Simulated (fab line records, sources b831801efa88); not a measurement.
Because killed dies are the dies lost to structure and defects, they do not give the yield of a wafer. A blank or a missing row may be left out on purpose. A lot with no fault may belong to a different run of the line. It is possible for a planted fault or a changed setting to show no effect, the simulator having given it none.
fab line records	flow sky130
[record] lots = 11	wafers = 30	lastDay = 50
route steps=708 shown LOCAL_INTERCONNECT@398 METAL1@450 METAL2@485 VIA2@508 PAD_OPEN@708
lots with no fault: from the same line, run without faults
startH: hours from the record's opening day to when the first of the lot's shown wafers began	waitH: hours from the lot's prior step to this one	" the same as in the row above	L1.1+2: one row covering several wafers at once	- no value, or no start given	* or withheld: withheld	< > ~ a bound
route shown NAME@n: names a module that has steps shown in the file, with the first one's number in the route	usual: average and standard deviation across the fault-free wafers	same: alike in all rows	chamber/n: place in a boat	sites: per-site readings	_std_site: standard deviation across them	_edge_site: mean of outer sites minus mean of inner sites	radiusMm: for every site, how far away it sits from the centre of the wafer	mask NAME#n: copy n	behind: the most recent tool/chamber to have shaped the wafer	hold: what put the lot on hold/how long, in hours/how the hold closed	device: transistor that didn't switch, given as n, p or np	end of line: tests of these same wafers at the route's end	step lacking rows: just its recipe	killed: dies lost to structure and defects at the first sort, not the wafer's yield	map: shows each die of a wafer: x if killed, . if not, _ if none is there
set.NAME: the setting that was run; set.NAME@STEP: the one run at that earlier step	model.NAME: the simulator's own value behind a step, which no gauge read
a sample of lots followed through the steps of the route, with each step as a table and each wafer as a row
services: a tool's chamber out of use, with start hour (startH, from the record's first day; less than 0 if before it), hours out, and reason
[[steps]]
[step SKY_LOCAL_INTERCONNECT_CD_MEAS_11]
[recipe] targetCdNm = 170
[usual] cdNm = 169.7/1.9
lot.wafer	tool	chamber	startH	waitH	cdNm
L349.1	cdSem-01	-	702.85	-	169.6
L349.5	"	-	"	"	169.5
L349.6	"	-	"	"	168.5
L350.2	cdSem-01	-	711.16	-	166.4
L350.3	"	-	"	"	167.3
L350.4	"	-	"	"	168.7
L358.1	cdSem-01	-	772.50	-	169.6
L358.3	"	-	"	"	168.4
L359.1	cdSem-01	-	783.70	-	169.9
L359.3	"	-	"	"	168.6
L360.1	cdSem-01	-	792.09	-	168.2
L360.3	"	-	"	"	167.7
L362.2	cdSem-02	-	806.27	-	171.5
L362.5	"	-	"	"	170.4
L362.6	"	-	"	"	169.6
L364.1	cdSem-01	-	817.84	-	167.1
L364.2	"	-	"	"	167.7
L364.3	"	-	"	"	167.2
L365.3	cdSem-02	-	830.18	-	172.5
L365.4	"	-	"	"	172.3
L365.5	"	-	"	"	170.2
L367.2	cdSem-02	-	844.46	-	169.5
L367.4	"	-	"	"	170.8
L367.6	"	-	"	"	169.8
L369.2	cdSem-02	-	855.63	-	172.4
L369.3	"	-	"	"	170.9
L369.5	"	-	"	"	171.3
L372.1	cdSem-02	-	872.41	-	168.7
L372.2	"	-	"	"	168.3
L372.6	"	-	"	"	166.6
[step SKY_METAL1_OVL_MEAS_16]
[usual] METAL1_OVL = -1/5.3
lot.wafer	tool	chamber	startH	waitH	METAL1_OVL[nm]
L349.1	overlay-01	-	760.71	0.1	-1
L349.5	"	-	"	"	3
L349.6	"	-	"	"	-5
L350.2	overlay-01	-	769.80	0.1	12
L350.3	"	-	"	"	1
L350.4	"	-	"	"	11
L358.1	overlay-02	-	828.36	0.1	1
L358.3	"	-	"	"	4
L359.1	overlay-02	-	839.06	0.1	-6
L359.3	"	-	"	"	-1
L360.1	overlay-02	-	848.96	0.1	9
L360.3	"	-	"	"	6
L362.2	overlay-02	-	862.75	0.1	-3
L362.5	"	-	"	"	-4
L362.6	"	-	"	"	0
L364.1	overlay-01	-	874.51	0.1	-5
L364.2	"	-	"	"	-4
L364.3	"	-	"	"	0
L365.3	overlay-02	-	885.41	0.1	3
L365.4	"	-	"	"	-7
L365.5	"	-	"	"	3
L367.2	overlay-01	-	898.60	0.1	-4
L367.4	"	-	"	"	1
L367.6	"	-	"	"	4
L369.2	overlay-01	-	909.77	0.1	-7
L369.3	"	-	"	"	-5
L369.5	"	-	"	"	1
L372.1	overlay-01	-	925.65	0.1	0
L372.2	"	-	"	"	-1
L372.6	"	-	"	"	-7
[step SKY_METAL2_SPUTTER_02]
[recipe] material = AlCu	targetThkNm = 250	powerW = 10600	timeS = 13.3	chamberPressurePa = 0.4
[usual] cathodeDcPowerW = 10600/2.1	throttleValvePct = 29.9/1.1
lot.wafer	tool	chamber	startH	waitH	cathodeDcPowerW	throttleValvePct
L349.1	pvdSputter-02	-	791.08	0.0	10597	30.4
L349.5	"	-	"	"	10603	30.3
L349.6	"	-	"	"	10605	29.4
L350.2	pvdSputter-01	-	799.24	0.0	10599	29.7
L350.3	"	-	"	"	10599	28.4
L350.4	"	-	"	"	10601	29.7
L358.1	pvdSputter-01	-	857.46	0.0	10601	29.3
L358.3	"	-	"	"	10598	28.9
L359.1	pvdSputter-01	-	868.85	0.0	10601	29.8
L359.3	"	-	"	"	10596	28.9
L360.1	pvdSputter-01	-	877.98	0.0	10600	28.9
L360.3	"	-	"	"	10595	30.4
L362.2	pvdSputter-04	-	891.05	0.0	10602	30.1
L362.5	"	-	"	"	10604	32.8
L362.6	"	-	"	"	10602	28.1
L364.1	pvdSputter-04	-	902.94	0.0	10599	28.3
L364.2	"	-	"	"	10600	32.6
L364.3	"	-	"	"	10599	29.0
L365.3	pvdSputter-02	-	913.35	0.0	10597	31.0
L365.4	"	-	"	"	10602	29.9
L365.5	"	-	"	"	10601	30.9
L367.2	pvdSputter-04	-	925.63	0.0	10598	28.5
L367.4	"	-	"	"	10604	29.1
L367.6	"	-	"	"	10602	27.9
L369.2	pvdSputter-04	-	937.66	0.0	10597	29.0
L369.3	"	-	"	"	10600	29.9
L369.5	"	-	"	"	10598	32.4
L372.1	pvdSputter-01	-	952.85	0.0	10602	29.4
L372.2	"	-	"	"	10603	29.3
L372.6	"	-	"	"	10599	29.7
[step SKY_METAL2_RS_MEAS_05]
[recipe] thkMeasGauge = four-point-probe	reads = TiN_of_METAL2_SPUTTER_04+Ti_of_METAL2_SPUTTER_03+AlCu_of_METAL2_SPUTTER_02+TiN_of_METAL2_SPUTTER_01+Ti_of_METAL2_SPUTTER_00
[usual] METAL2_ALCU_RS = 0.1272/0.0011
lot.wafer	tool	chamber	startH	waitH	METAL2_ALCU_RS[ohm/sq]
L349.1	filmMetro-01	-	791.17	0.0	0.1271
L349.5	"	-	"	"	0.1273
L349.6	"	-	"	"	0.1279
L350.2	filmMetro-03	-	799.35	0.0	0.1279
L350.3	"	-	"	"	0.1274
L350.4	"	-	"	"	0.1278
L358.1	filmMetro-03	-	857.56	0.0	0.1550
L358.3	"	-	"	"	0.1272
L359.1	filmMetro-01	-	868.94	0.0	0.1571
L359.3	"	-	"	"	0.1284
L360.1	filmMetro-02	-	878.07	0.0	0.1537
L360.3	"	-	"	"	0.1267
L362.2	filmMetro-03	-	891.16	0.0	0.1297
L362.5	"	-	"	"	0.1293
L362.6	"	-	"	"	0.1294
L364.1	filmMetro-01	-	903.04	0.0	0.1275
L364.2	"	-	"	"	0.1263
L364.3	"	-	"	"	0.1268
L365.3	filmMetro-03	-	913.48	0.1	0.1272
L365.4	"	-	"	"	0.1282
L365.5	"	-	"	"	0.1284
L367.2	filmMetro-03	-	925.74	0.0	0.1262
L367.4	"	-	"	"	0.1267
L367.6	"	-	"	"	0.1265
L369.2	filmMetro-02	-	937.77	0.0	0.1268
L369.3	"	-	"	"	0.1275
L369.5	"	-	"	"	0.1262
L372.1	filmMetro-01	-	952.95	0.0	0.1287
L372.2	"	-	"	"	0.1271
L372.6	"	-	"	"	0.1276
[step SKY_METAL2_THK_MEAS_06]
[recipe] thkMeasGauge = xrf	reads = AlCu_of_METAL2_SPUTTER_02
[usual] METAL2_ALCU_THK = 250.9/2.2
lot.wafer	tool	chamber	startH	waitH	METAL2_ALCU_THK[nm]
L349.1	filmMetro-01	-	791.29	0.1	251.8
L349.5	"	-	"	"	251.4
L349.6	"	-	"	"	250.6
L350.2	filmMetro-03	-	799.46	0.1	254.3
L350.3	"	-	"	"	253.2
L350.4	"	-	"	"	250.2
L358.1	filmMetro-03	-	857.68	0.1	206.8
L358.3	"	-	"	"	248.8
L359.1	filmMetro-01	-	869.06	0.1	206.3
L359.3	"	-	"	"	248.6
L360.1	filmMetro-02	-	878.19	0.1	207.1
L360.3	"	-	"	"	248.9
L362.2	filmMetro-03	-	891.27	0.1	246.4
L362.5	"	-	"	"	246.4
L362.6	"	-	"	"	247.0
L364.1	filmMetro-01	-	903.16	0.1	251.8
L364.2	"	-	"	"	253.7
L364.3	"	-	"	"	253.0
L365.3	filmMetro-03	-	913.58	0.1	249.8
L365.4	"	-	"	"	248.5
L365.5	"	-	"	"	248.1
L367.2	filmMetro-03	-	925.85	0.1	252.5
L367.4	"	-	"	"	255.0
L367.6	"	-	"	"	251.0
L369.2	filmMetro-02	-	937.88	0.1	250.6
L369.3	"	-	"	"	248.0
L369.5	"	-	"	"	250.1
L372.1	filmMetro-01	-	953.07	0.1	249.5
L372.2	"	-	"	"	253.7
L372.6	"	-	"	"	250.9
[step SKY_METAL2_METAL_ETCH_19]
[recipe] targetDepthA = 3600	stopOn = SiO2	overEtchFrac = 0.3	timeS = 78	chemistry = Cl2/BCl3	resistSidewallDeg = 88	pressureMtorr = 10	icpW = 900	biasW = 48.5	Cl2_flow_sccm = 60	bcl3FlowSccm = 30
[usual] drypumpMotorCurrentA = 5.6/0.39	oesProductAu = 0.852/0.0057	throttleValvePct = 22.264/0.0095
[same] timeS = 78
lot.wafer	tool	chamber	startH	waitH	drypumpMotorCurrentA	oesProductAu	rfHoursCounterH	throttleValvePct
L349.1	rieMetal-01	1	817.00	0.1	5.7	0.861	17	22.266
L349.5	"	1	"	"	5.7	0.851	-	22.257
L349.6	"	1	"	"	5.7	0.854	-	22.274
L350.2	rieMetal-01	1	825.41	0.1	5.8	0.855	-	22.259
L350.3	"	1	"	"	5.7	0.847	-	22.270
L350.4	"	1	"	"	5.8	0.844	-	22.271
L358.1	rieMetal-02	0	883.69	0.1	5.8	0.824	4	22.248
L358.3	"	0	"	"	5.8	0.849	-	22.257
L359.1	rieMetal-03	0	894.74	0.0	5.7	0.815	7	22.263
L359.3	"	1	"	"	6.2	0.849	-	22.247
L360.1	rieMetal-02	1	903.26	0.0	5.2	0.820	16	22.287
L360.3	"	0	"	"	5.8	0.845	-	22.278
L362.2	rieMetal-02	1	916.94	0.0	5.2	0.847	17	22.277
L362.5	"	1	"	"	5.2	0.845	-	22.260
L362.6	"	0	"	"	5.8	0.852	-	22.267
L364.1	rieMetal-01	0	927.90	0.0	4.9	0.855	9	22.254
L364.2	"	1	"	"	5.7	0.862	2	22.261
L364.3	"	1	"	"	5.7	0.855	-	22.273
L365.3	rieMetal-01	0	938.37	0.1	4.9	0.853	-	22.257
L365.4	"	1	"	"	5.7	0.858	-	22.257
L365.5	"	1	"	"	5.7	0.845	-	22.257
L367.2	rieMetal-03	0	950.26	0.0	5.7	0.853	10	22.276
L367.4	"	1	"	"	6.2	0.850	-	22.261
L367.6	"	1	"	"	6.2	0.857	-	22.267
L369.2	rieMetal-02	1	962.49	0.0	5.2	0.844	1	22.272
L369.3	"	0	"	"	5.8	0.848	-	22.264
L369.5	"	0	"	"	5.8	0.850	-	22.271
L372.1	rieMetal-01	0	975.94	0.0	4.9	0.845	12	22.266
L372.2	"	1	"	"	5.7	0.846	5	22.279
L372.6	"	1	"	"	5.7	0.859	-	22.260
[step SKY_VIA2_THK_MEAS_01]
[recipe] reads = SiO2_of_VIA2_HDPCVD_00
[usual] VIA2_HDPCVD_THK = 1182/11
lot.wafer	tool	chamber	startH	waitH	VIA2_HDPCVD_THK[nm]
L349.1	filmMetro-01	-	818.33	0.1	1187
L349.5	"	-	"	"	1178
L349.6	"	-	"	"	1188
L350.2	filmMetro-02	-	826.32	0.1	1202
L350.3	"	-	"	"	1199
L350.4	"	-	"	"	1200
L358.1	filmMetro-02	-	884.56	0.1	1186
L358.3	"	-	"	"	1187
L359.1	filmMetro-02	-	895.62	0.1	1182
L359.3	"	-	"	"	1183
L360.1	filmMetro-04	-	904.08	0.1	1190
L360.3	"	-	"	"	1191
L362.2	filmMetro-04	-	917.77	0.1	1182
L362.5	"	-	"	"	1174
L362.6	"	-	"	"	1174
L364.1	filmMetro-04	-	928.78	0.1	1190
L364.2	"	-	"	"	1185
L364.3	"	-	"	"	1181
L365.3	filmMetro-02	-	939.17	0.1	1168
L365.4	"	-	"	"	1170
L365.5	"	-	"	"	1169
L367.2	filmMetro-01	-	951.42	0.1	1177
L367.4	"	-	"	"	1182
L367.6	"	-	"	"	1194
L369.2	filmMetro-04	-	963.32	0.1	1192
L369.3	"	-	"	"	1194
L369.5	"	-	"	"	1192
L372.1	filmMetro-01	-	976.75	0.1	1209
L372.2	"	-	"	"	1200
L372.6	"	-	"	"	1197
[step SKY_PAD_OPEN_PROBE_99]
[usual] defectLimitedYield = 82.4/1.9	killed_at_M0_to_M3 = 43/7.5	killed_at_M4_up = 3.3/1.9	killedAtContacts = 24/4.6	killedAtFrontEnd = 16/4.9	killedAtOther = 0.2/0.46	killedDies = 87/9.1	killedOnRim = 17/3.6	killedOpen = 47/7.4	killedShort = 39/6.6	sort_bin_3_pad_short = 0.9/0.43	sort_bin_5_function = 10.3/1.4	sort_bin_6_memory = 6.4/1.1	sortNPass = 405/9.1	sortYieldPct = 82.4/1.9
[same] grossDies = 492	killedAtBackSide = 0	sort_bin_4_leakage[%] = 0	sort_bin_8_speed[%] = 0
lot.wafer	tool	chamber	startH	waitH	defectLimitedYield[%]	killed_at_M0_to_M3	killed_at_M4_up	killedAtContacts	killedAtFrontEnd	killedAtOther	killedDies	killedOnRim	killedOpen	killedShort	sort_bin_3_pad_short[%]	sort_bin_5_function[%]	sort_bin_6_memory[%]	sortNPass	sortYieldPct[%]
L349.1	prober-01	-	1074.10	0.1	85.8	33	9	20	8	0	70	11	36	34	0.6	8.9	4.7	422	85.8
L349.5	prober-01	-	1074.30	0.2	84.3	34	5	25	13	0	77	16	46	31	0.6	7.9	7.1	415	84.3
L349.6	prober-01	-	1074.35	0.2	82.7	46	6	23	9	1	85	20	42	43	1.2	8.7	7.3	407	82.7
L350.2	prober-02	-	1078.98	0.1	83.1	44	0	25	14	0	83	16	44	39	0.8	10.4	5.7	409	83.1
L350.3	prober-02	-	1079.03	0.2	84.3	36	5	20	16	0	77	20	47	30	0.4	9.8	5.5	415	84.3
L350.4	prober-02	-	1079.08	0.2	82.9	42	0	25	17	0	84	18	48	36	1.0	8.7	7.3	408	82.9
L358.1	prober-01	-	1125.65	0.1	79.9	46	4	29	20	0	99	23	47	51	0.4	10.6	9.1	393	79.9
L358.3	prober-01	-	1125.75	0.2	82.1	41	5	27	14	1	88	19	47	41	1.0	10.2	6.7	404	82.1
L359.1	prober-02	-	1132.51	0.1	82.3	46	2	24	15	0	87	19	52	34	0.8	10.2	6.7	405	82.3
L359.3	prober-02	-	1132.61	0.2	79.9	49	2	22	26	0	99	16	53	46	0.6	11.4	8.1	393	79.9
L360.1	prober-01	-	1140.52	0.1	79.9	62	2	25	10	0	99	19	58	41	1.2	10.4	8.5	393	79.9
L360.3	prober-01	-	1140.62	0.2	83.5	38	2	27	14	0	81	12	45	36	0.6	8.1	7.7	411	83.5
L362.2	prober-01	-	1151.92	0.1	80.9	51	2	28	11	2	94	16	52	41	1.2	11.4	6.5	398	80.9
L362.5	prober-01	-	1152.07	0.2	85.4	37	3	17	15	0	72	15	38	34	1.2	6.3	7.1	420	85.4
L362.6	prober-01	-	1152.12	0.2	81.7	49	5	24	12	0	90	20	46	44	1.0	11.8	5.5	402	81.7
L364.1	prober-01	-	1158.31	0.1	81.7	37	7	27	18	1	90	18	52	38	1.2	9.8	7.3	402	81.7
L364.2	prober-01	-	1158.36	0.1	81.1	54	3	23	12	1	93	22	55	37	0.8	10.8	7.3	399	81.1
L364.3	prober-01	-	1158.41	0.2	83.9	41	2	24	12	0	79	19	48	31	1.0	9.3	5.7	413	83.9
L365.3	prober-02	-	1164.76	0.2	79.1	57	1	27	18	0	103	18	64	39	0.4	12.2	8.3	389	79.1
L365.4	prober-02	-	1164.81	0.2	80.9	50	0	31	13	0	94	21	50	44	1.2	11.6	6.3	398	80.9
L365.5	prober-02	-	1164.86	0.2	80.1	53	2	26	17	0	98	19	51	46	1.2	12.6	6.1	394	80.1
L367.2	prober-02	-	1174.01	0.1	78.9	48	7	28	20	1	104	25	62	42	0.6	12.6	7.9	388	78.9
L367.4	prober-02	-	1174.11	0.2	83.5	48	5	19	9	0	81	15	42	38	1.6	8.5	6.3	411	83.5
L367.6	prober-02	-	1174.21	0.2	84.6	40	6	17	13	0	76	15	42	33	0.6	10.0	4.9	416	84.6
L369.2	prober-01	-	1183.96	0.1	81.1	44	2	28	19	0	93	13	52	41	0.4	11.4	7.1	399	81.1
L369.3	prober-01	-	1184.01	0.2	82.9	44	2	21	17	0	84	16	53	31	0.4	11.2	5.5	408	82.9
L369.5	prober-01	-	1184.11	0.2	84.3	30	2	23	22	0	77	14	34	43	1.6	7.5	6.5	415	84.3
L372.1	prober-01	-	1190.30	0.1	84.3	30	5	21	21	0	77	18	38	39	0.4	11.0	4.3	415	84.3
L372.2	prober-01	-	1190.35	0.1	83.7	37	4	25	13	1	80	18	49	31	0	11.0	5.3	412	83.7
L372.6	prober-01	-	1190.55	0.2	82.9	42	6	16	19	1	84	12	46	38	0.6	9.8	6.7	408	82.9
// killed by level:class
L349.1 METAL4:geometricParticle:short=7 VIA1:geometricParticle:open=6 VIA2:geometricParticle:open=6 LI_CONTACT:geometricParticle:open=5 LOCAL_INTERCONNECT:geometricParticle:short=5 CONTACT:geometricParticle:open=5 CONTACT:geometricParticle:short=4 METAL1:geometricParticle:short=4
L349.5 CONTACT:geometricParticle:open=9 VIA1:geometricParticle:open=8 METAL1:geometricParticle:short=6 VIA3:geometricParticle:open=6 LI_CONTACT:geometricParticle:open=5 LOCAL_INTERCONNECT:geometricParticle:short=5 VIA1:geometricParticle:short=5 POLY_GATE:geometricParticle:open=4
L349.6 VIA1:geometricParticle:open=10 METAL2:geometricParticle:short=8 CONTACT:geometricParticle:open=7 VIA3:geometricParticle:open=7 LI_CONTACT:geometricParticle:open=5 LOCAL_INTERCONNECT:geometricParticle:short=5 CONTACT:geometricParticle:short=5 METAL1:geometricParticle:short=5
L350.2 LI_CONTACT:geometricParticle:open=11 VIA1:geometricParticle:open=9 METAL2:geometricParticle:short=8 CONTACT:geometricParticle:open=6 POLY_GATE:geometricParticle:short=5 METAL3:geometricParticle:short=5 FIELD_ISO:geometricParticle:short=4 CONTACT:geometricParticle:short=4
L350.3 LI_CONTACT:geometricParticle:open=8 VIA3:geometricParticle:open=8 VIA1:geometricParticle:open=7 METAL1:geometricParticle:short=7 CONTACT:geometricParticle:open=6 FIELD_ISO:geometricParticle:open=5 POLY_GATE:geometricParticle:open=5 FIELD_ISO:geometricParticle:short=4
L350.4 VIA1:geometricParticle:open=12 CONTACT:geometricParticle:open=10 VIA2:geometricParticle:open=8 LI_CONTACT:geometricParticle:open=7 METAL2:geometricParticle:short=7 METAL1:geometricParticle:short=5 FIELD_ISO:geometricParticle:short=5 POLY_GATE:geometricParticle:open=5
L358.1 LI_CONTACT:geometricParticle:open=9 CONTACT:geometricParticle:open=9 METAL1:geometricParticle:short=8 CONTACT:geometricParticle:short=7 VIA2:geometricParticle:short=7 FIELD_ISO:geometricParticle:open=6 VIA3:geometricParticle:open=6 FIELD_ISO:geometricParticle:short=5
L358.3 VIA1:geometricParticle:open=9 CONTACT:geometricParticle:open=8 VIA2:geometricParticle:open=7 LI_CONTACT:geometricParticle:open=7 LOCAL_INTERCONNECT:geometricParticle:short=6 METAL1:geometricParticle:short=6 FIELD_ISO:geometricParticle:open=5 METAL4:geometricParticle:short=5
L359.1 CONTACT:geometricParticle:open=12 VIA1:geometricParticle:open=10 VIA3:geometricParticle:open=8 VIA3:geometricParticle:short=6 FIELD_ISO:geometricParticle:open=5 VIA2:geometricParticle:open=5 LOCAL_INTERCONNECT:geometricParticle:short=4 METAL1:geometricParticle:short=4
L359.3 VIA1:geometricParticle:open=12 FIELD_ISO:geometricParticle:short=8 VIA1:geometricParticle:short=8 CONTACT:geometricParticle:open=8 VIA2:geometricParticle:open=7 VIA2:geometricParticle:short=7 VIA3:geometricParticle:open=7 CONTACT:geometricParticle:short=6
L360.1 VIA1:geometricParticle:open=11 CONTACT:geometricParticle:open=11 VIA3:geometricParticle:open=9 VIA2:geometricParticle:open=7 METAL1:geometricParticle:short=7 CONTACT:geometricParticle:short=6 VIA1:geometricParticle:short=5 VIA2:geometricParticle:short=5
L360.3 CONTACT:geometricParticle:open=9 VIA2:geometricParticle:open=8 LI_CONTACT:geometricParticle:open=7 VIA1:geometricParticle:open=7 VIA3:geometricParticle:open=6 FIELD_ISO:geometricParticle:short=6 CONTACT:geometricParticle:short=5 METAL1:geometricParticle:short=5
L362.2 CONTACT:geometricParticle:open=14 VIA3:geometricParticle:open=10 METAL1:geometricParticle:short=9 VIA1:geometricParticle:open=8 VIA2:geometricParticle:open=7 VIA3:geometricParticle:short=7 CONTACT:geometricParticle:short=5 FIELD_ISO:geometricParticle:open=4
L362.5 VIA1:geometricParticle:open=10 CONTACT:geometricParticle:open=9 VIA1:geometricParticle:short=7 METAL1:geometricParticle:short=5 VIA3:geometricParticle:short=4 METAL3:geometricParticle:short=4 VIA3:geometricParticle:open=4 FIELD_ISO:geometricParticle:open=3
L362.6 VIA2:geometricParticle:open=9 VIA1:geometricParticle:open=8 LI_CONTACT:geometricParticle:open=8 CONTACT:geometricParticle:open=6 VIA2:geometricParticle:short=6 VIA3:geometricParticle:open=5 FIELD_ISO:geometricParticle:open=4 FIELD_ISO:geometricParticle:short=4
L364.1 VIA1:geometricParticle:open=13 CONTACT:geometricParticle:open=9 LI_CONTACT:geometricParticle:open=8 VIA1:geometricParticle:short=7 CONTACT:geometricParticle:short=5 FIELD_ISO:geometricParticle:open=4 FIELD_ISO:geometricParticle:short=4 POLY_GATE:geometricParticle:open=4
L364.2 VIA1:geometricParticle:open=13 VIA2:geometricParticle:open=10 VIA3:geometricParticle:open=9 LI_CONTACT:geometricParticle:open=8 CONTACT:geometricParticle:open=6 METAL2:geometricParticle:short=6 VIA2:geometricParticle:short=5 POLY_GATE:geometricParticle:short=4
L364.3 LI_CONTACT:geometricParticle:open=8 VIA3:geometricParticle:open=8 VIA2:geometricParticle:open=7 CONTACT:geometricParticle:open=6 VIA1:geometricParticle:open=6 METAL2:geometricParticle:short=5 FIELD_ISO:geometricParticle:short=4 LOCAL_INTERCONNECT:geometricParticle:short=4
L365.3 VIA1:geometricParticle:open=16 VIA3:geometricParticle:open=11 CONTACT:geometricParticle:open=9 LI_CONTACT:geometricParticle:open=8 METAL2:geometricParticle:short=6 FIELD_ISO:geometricParticle:open=5 CONTACT:geometricParticle:short=5 VIA1:geometricParticle:short=5
L365.4 CONTACT:geometricParticle:open=11 VIA1:geometricParticle:open=10 POLY_GATE:geometricParticle:short=7 LI_CONTACT:geometricParticle:open=7 VIA2:geometricParticle:open=7 METAL2:geometricParticle:short=6 VIA3:geometricParticle:short=6 LI_CONTACT:geometricParticle:short=5
L365.5 CONTACT:geometricParticle:open=11 VIA3:geometricParticle:open=10 VIA1:geometricParticle:open=9 METAL2:geometricParticle:short=7 VIA1:geometricParticle:short=6 CONTACT:geometricParticle:short=6 VIA2:geometricParticle:short=6 VIA2:geometricParticle:open=6
L367.2 VIA3:geometricParticle:open=11 LI_CONTACT:geometricParticle:open=10 CONTACT:geometricParticle:open=8 METAL1:geometricParticle:short=8 VIA2:geometricParticle:open=6 POLY_GATE:geometricParticle:open=5 VIA1:geometricParticle:open=5 POLY_GATE:geometricParticle:short=4
L367.4 VIA1:geometricParticle:open=10 VIA3:geometricParticle:open=10 CONTACT:geometricParticle:open=7 VIA2:geometricParticle:short=6 LOCAL_INTERCONNECT:geometricParticle:short=4 METAL2:geometricParticle:short=4 VIA3:geometricParticle:short=4 FIELD_ISO:geometricParticle:short=3
L367.6 CONTACT:geometricParticle:open=8 VIA3:geometricParticle:open=8 VIA1:geometricParticle:open=7 VIA2:geometricParticle:open=7 VIA1:geometricParticle:short=6 LI_CONTACT:geometricParticle:open=4 METAL1:geometricParticle:short=4 FIELD_ISO:geometricParticle:open=3
L369.2 CONTACT:geometricParticle:open=16 VIA1:geometricParticle:open=10 VIA2:geometricParticle:short=7 METAL2:geometricParticle:short=6 FIELD_ISO:geometricParticle:short=5 LI_CONTACT:geometricParticle:open=5 METAL1:geometricParticle:short=4 VIA3:geometricParticle:open=4
L369.3 VIA1:geometricParticle:open=12 LI_CONTACT:geometricParticle:open=7 VIA3:geometricParticle:open=7 VIA2:geometricParticle:open=7 CONTACT:geometricParticle:open=6 FIELD_ISO:geometricParticle:short=5 FIELD_ISO:geometricParticle:open=4 METAL2:geometricParticle:open=4
L369.5 POLY_GATE:geometricParticle:short=10 CONTACT:geometricParticle:open=10 METAL2:geometricParticle:short=5 FIELD_ISO:geometricParticle:short=4 FIELD_ISO:geometricParticle:open=4 LI_CONTACT:geometricParticle:open=4 CONTACT:geometricParticle:short=4 VIA1:geometricParticle:short=4
L372.1 FIELD_ISO:geometricParticle:open=8 CONTACT:geometricParticle:open=8 VIA1:geometricParticle:open=7 METAL2:geometricParticle:short=7 METAL1:geometricParticle:short=5 POLY_GATE:geometricParticle:open=4 LI_CONTACT:geometricParticle:open=4 LOCAL_INTERCONNECT:geometricParticle:short=4
L372.2 VIA2:geometricParticle:open=10 LI_CONTACT:geometricParticle:open=9 CONTACT:geometricParticle:open=8 VIA1:geometricParticle:open=7 METAL1:geometricParticle:short=5 FIELD_ISO:geometricParticle:short=4 LOCAL_INTERCONNECT:geometricParticle:short=4 METAL2:geometricParticle:short=4
L372.6 VIA2:geometricParticle:open=12 VIA2:geometricParticle:short=7 FIELD_ISO:geometricParticle:open=6 VIA3:geometricParticle:open=6 FIELD_ISO:geometricParticle:short=5 LI_CONTACT:geometricParticle:open=5 VIA1:geometricParticle:open=5 CONTACT:geometricParticle:open=4
[[services]]
tool	chamber	startH	hours	kind
rieMetal-01	0	797.48	52.8	repair
rieMetal-01	-	809.35	2.8	pm
pvdSputter-02	-	825.14	1.9	repair
pvdSputter-02	-	858.25	2.8	repair
rieMetal-01	1	860.93	-	clean
rieMetal-01	1	860.93	18.2	scheduledDown
rieMetal-01	1	860.93	18.2	ventCycle
pvdSputter-02	-	872.79	3.7	repair
rieMetal-01	0	877.50	3.4	repair
rieMetal-01	-	883.99	6.0	repair
pvdSputter-02	0	921.81	-	consumableReplace:kit
pvdSputter-02	0	921.81	18.0	scheduledDown
pvdSputter-02	0	921.81	18.0	ventCycle
rieMetal-02	1	927.69	-	clean
rieMetal-02	1	927.69	17.4	scheduledDown
rieMetal-02	1	927.69	17.4	ventCycle
pvdSputter-04	1	945.45	-	consumableReplace:kit
pvdSputter-04	1	945.45	18.0	scheduledDown
pvdSputter-04	1	945.45	18.0	ventCycle
[[key]]
[firstSign] step = SKY_METAL2_RS_MEAS_05	reading = METAL2_ALCU_RS	direction = up	sigmas = 26	usual = 0.1272	struck = 0.1553
[effect] step = SKY_METAL2_THK_MEAS_06	reading = METAL2_ALCU_THK	direction = down	sigmas = 20	usual = 250.9	struck = 206.7
[effect] step = SKY_METAL2_METAL_ETCH_19	reading = oesProductAu	direction = down	sigmas = 5.7	usual = 0.852	struck = 0.820
metAt SKY_METAL2_SPUTTER_02
struckLots L358,L359,L360
struckWafers L358.1,L359.1,L360.1
notActingAt SKY_LOCAL_INTERCONNECT_CD_MEAS_11,SKY_METAL1_OVL_MEAS_16,SKY_VIA2_THK_MEAS_01
onsetBetween 799.24 857.46
[fault] kind = processParameterDrift	tool = pvdSputter-01	chamber = -	onsetH = 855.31	steps = SKY_METAL2_SPUTTER_02	channel = targetThkNm	offset = -42.997	shape = step	endH = 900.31	scope = struckWafersOnly	actsIn = theseRecipesOnly	stated = 250
